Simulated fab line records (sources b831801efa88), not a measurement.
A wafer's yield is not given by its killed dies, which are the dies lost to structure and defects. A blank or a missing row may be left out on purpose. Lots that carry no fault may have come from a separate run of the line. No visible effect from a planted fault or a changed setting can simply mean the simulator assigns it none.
Split-lot experiment :: flow sky130 :: route with 708 steps; 5 lots, 27 wafers read

THE SPLIT ITSELF
At SKY_METAL1_SPUTTER_02 (material AlCu, target thk 250 nm, time 13.3 s), the setting timeS was moved away from the recipe's 13.3 s on 12 of the 27 wafers read, by -21.7% to +50.0%. All remaining wafers had this setting at the recipe value.

FROM THE SPLIT TO THE READING: what the file shows between them, 8 steps
- SKY_METAL1_SPUTTER_03: material Ti, target thk 5 nm, time 3.3 s
- SKY_METAL1_SPUTTER_04: material TiN, target thk 70 nm, time 58.3 s
- SKY_METAL1_RS_MEAS_05: measures by four-point-probe
- SKY_METAL1_THK_MEAS_06: measures by xrf
- SKY_METAL1_DEHYDRATE_07: time 60 s
- SKY_METAL1_HMDS_08: prime time 60 s
- SKY_METAL1_DESCUM_17: chemistry O2, time 8 s
- SKY_METAL1_ETCH_18: etches BARC in N2/H2, stops on SiO2, time 45.9 s, target depth 60 nm

THE READING
oesProductAu, in a.u., at SKY_METAL1_METAL_ETCH_19 (etches the open film in Cl2/BCl3, stops on SiO2, target depth 360 nm, time 78 s). On this fab line, fault-free wafers typically give 0.852 a.u. with a standard deviation of 0.0052 a.u.

wafer: L074.1
tool, chamber at the split: pvdSputter-03, -
timeS as run, s: 19.06
against the recipe: +43.3%
oesProductAu, a.u.: 0.957
against lot-mates on the recipe: +0.102

wafer: L074.2
tool, chamber at the split: pvdSputter-03, -
timeS as run, s: 19.06
against the recipe: +43.3%
oesProductAu, a.u.: 0.955
against lot-mates on the recipe: +0.100

wafer: L074.3
tool, chamber at the split: pvdSputter-03, -
timeS as run, s: 13.3
against the recipe: recipe
oesProductAu, a.u.: 0.847
against lot-mates on the recipe: -

wafer: L074.4
tool, chamber at the split: pvdSputter-03, -
timeS as run, s: 13.3
against the recipe: recipe
oesProductAu, a.u.: 0.861
against lot-mates on the recipe: -

wafer: L074.5
tool, chamber at the split: pvdSputter-03, -
timeS as run, s: 13.3
against the recipe: recipe
oesProductAu, a.u.: 0.856
against lot-mates on the recipe: -

wafer: L074.6
tool, chamber at the split: pvdSputter-03, -
timeS as run, s: 19.06
against the recipe: +43.3%
oesProductAu, a.u.: 0.953
against lot-mates on the recipe: +0.098

wafer: L076.1
tool, chamber at the split: pvdSputter-01, -
timeS as run, s: 13.3
against the recipe: recipe
oesProductAu, a.u.: 0.847
against lot-mates on the recipe: -

wafer: L076.2
tool, chamber at the split: pvdSputter-01, -
timeS as run, s: 13.3
against the recipe: recipe
oesProductAu, a.u.: 0.856
against lot-mates on the recipe: -

wafer: L076.3
tool, chamber at the split: pvdSputter-01, -
timeS as run, s: 19.95
against the recipe: +50.0%
oesProductAu, a.u.: 1.000
against lot-mates on the recipe: +0.150

wafer: L076.4
tool, chamber at the split: pvdSputter-01, -
timeS as run, s: 13.3
against the recipe: recipe
oesProductAu, a.u.: 0.847
against lot-mates on the recipe: -

wafer: L076.5
tool, chamber at the split: pvdSputter-01, -
timeS as run, s: 19.95
against the recipe: +50.0%
oesProductAu, a.u.: 1.003
against lot-mates on the recipe: +0.153

wafer: L076.6
tool, chamber at the split: pvdSputter-01, -
timeS as run, s: 19.95
against the recipe: +50.0%
oesProductAu, a.u.: 1.003
against lot-mates on the recipe: +0.153

wafer: L079.1
tool, chamber at the split: pvdSputter-03, -
timeS as run, s: 10.41
against the recipe: -21.7%
oesProductAu, a.u.: 0.803
against lot-mates on the recipe: -0.047

wafer: L079.2
tool, chamber at the split: pvdSputter-03, -
timeS as run, s: 13.3
against the recipe: recipe
oesProductAu, a.u.: 0.850
against lot-mates on the recipe: -

wafer: L079.3
tool, chamber at the split: pvdSputter-03, -
timeS as run, s: 10.41
against the recipe: -21.7%
oesProductAu, a.u.: 0.811
against lot-mates on the recipe: -0.039

wafer: L079.4
tool, chamber at the split: pvdSputter-03, -
timeS as run, s: 13.3
against the recipe: recipe
oesProductAu, a.u.: 0.852
against lot-mates on the recipe: -

wafer: L079.5
tool, chamber at the split: pvdSputter-03, -
timeS as run, s: 13.3
against the recipe: recipe
oesProductAu, a.u.: 0.849
against lot-mates on the recipe: -

wafer: L079.6
tool, chamber at the split: pvdSputter-03, -
timeS as run, s: 10.41
against the recipe: -21.7%
oesProductAu, a.u.: 0.803
against lot-mates on the recipe: -0.047

wafer: L082.3
tool, chamber at the split: pvdSputter-01, -
timeS as run, s: 13.3
against the recipe: recipe
oesProductAu, a.u.: 0.859
against lot-mates on the recipe: -

wafer: L082.5
tool, chamber at the split: pvdSputter-01, -
timeS as run, s: 13.3
against the recipe: recipe
oesProductAu, a.u.: 0.851
against lot-mates on the recipe: -

wafer: L082.6
tool, chamber at the split: pvdSputter-01, -
timeS as run, s: 13.3
against the recipe: recipe
oesProductAu, a.u.: 0.853
against lot-mates on the recipe: -

wafer: L085.1
tool, chamber at the split: pvdSputter-04, -
timeS as run, s: 13.3
against the recipe: recipe
oesProductAu, a.u.: 0.847
against lot-mates on the recipe: -

wafer: L085.2
tool, chamber at the split: pvdSputter-04, -
timeS as run, s: 19.51
against the recipe: +46.7%
oesProductAu, a.u.: 0.959
against lot-mates on the recipe: +0.110

wafer: L085.3
tool, chamber at the split: pvdSputter-04, -
timeS as run, s: 19.51
against the recipe: +46.7%
oesProductAu, a.u.: 0.965
against lot-mates on the recipe: +0.116

wafer: L085.4
tool, chamber at the split: pvdSputter-04, -
timeS as run, s: 13.3
against the recipe: recipe
oesProductAu, a.u.: 0.856
against lot-mates on the recipe: -

wafer: L085.5
tool, chamber at the split: pvdSputter-04, -
timeS as run, s: 19.51
against the recipe: +46.7%
oesProductAu, a.u.: 0.966
against lot-mates on the recipe: +0.117

wafer: L085.6
tool, chamber at the split: pvdSputter-04, -
timeS as run, s: 13.3
against the recipe: recipe
oesProductAu, a.u.: 0.845
against lot-mates on the recipe: -

FIT RESULTS
A straight line over all 27 wafers: oesProductAu changes by +0.00256 a.u. for each +1% of timeS; r = +0.99; the points scatter about the line by 0.0099 a.u.
The same after taking each lot's own level away (the mean of its wafers on the recipe; 27 wafers): +0.00256 a.u. for each +1%; r = +0.99; scatter 0.01 a.u.
That fit puts the effect of the largest move of timeS on the reading at 0.13 a.u.
Across the lots, their own levels run from 0.8493 to 0.8547 a.u., a range of 1.0 times the standard deviation given above.
The two slopes are in agreement: the lot-to-lot level therefore moves the slope only a little.
Check: for one of the wafers moved furthest among these (+50.0%), held out of the fit, the line's prediction against its lot-mates is +0.127 a.u. Against them it came out at +0.15 a.u.

THE WHOLE CHAIN: every reading that the file lists as answering this split, in the file's order
step: SKY_METAL1_SPUTTER_02
what it does: material AlCu, target thk 250 nm, time 13.3 s
reading: AlCu_of_METAL1_SPUTTER_02.thkNm (the simulator's own value, which no gauge read)
change (the file's fit): +2.53 nm for each +1% of the setting
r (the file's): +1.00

step: SKY_METAL1_RS_MEAS_05
what it does: measures by four-point-probe
reading: METAL1_ALCU_RS
change (the file's fit): -0.000941 for each +1% of the setting
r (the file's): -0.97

step: SKY_METAL1_THK_MEAS_06
what it does: measures by xrf
reading: METAL1_ALCU_THK
change (the file's fit): +2.48 for each +1% of the setting
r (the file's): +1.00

step: SKY_METAL1_METAL_ETCH_19
what it does: etches the open film in Cl2/BCl3, stops on SiO2, target depth 360 nm, time 78 s
reading: oesProductAu
change (the file's fit): +0.0026 a.u. for each +1% of the setting
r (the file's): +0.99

THE FILE'S OWN FIT
oesProductAu changes by +0.0026 a.u. for each +1% of timeS, r = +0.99.
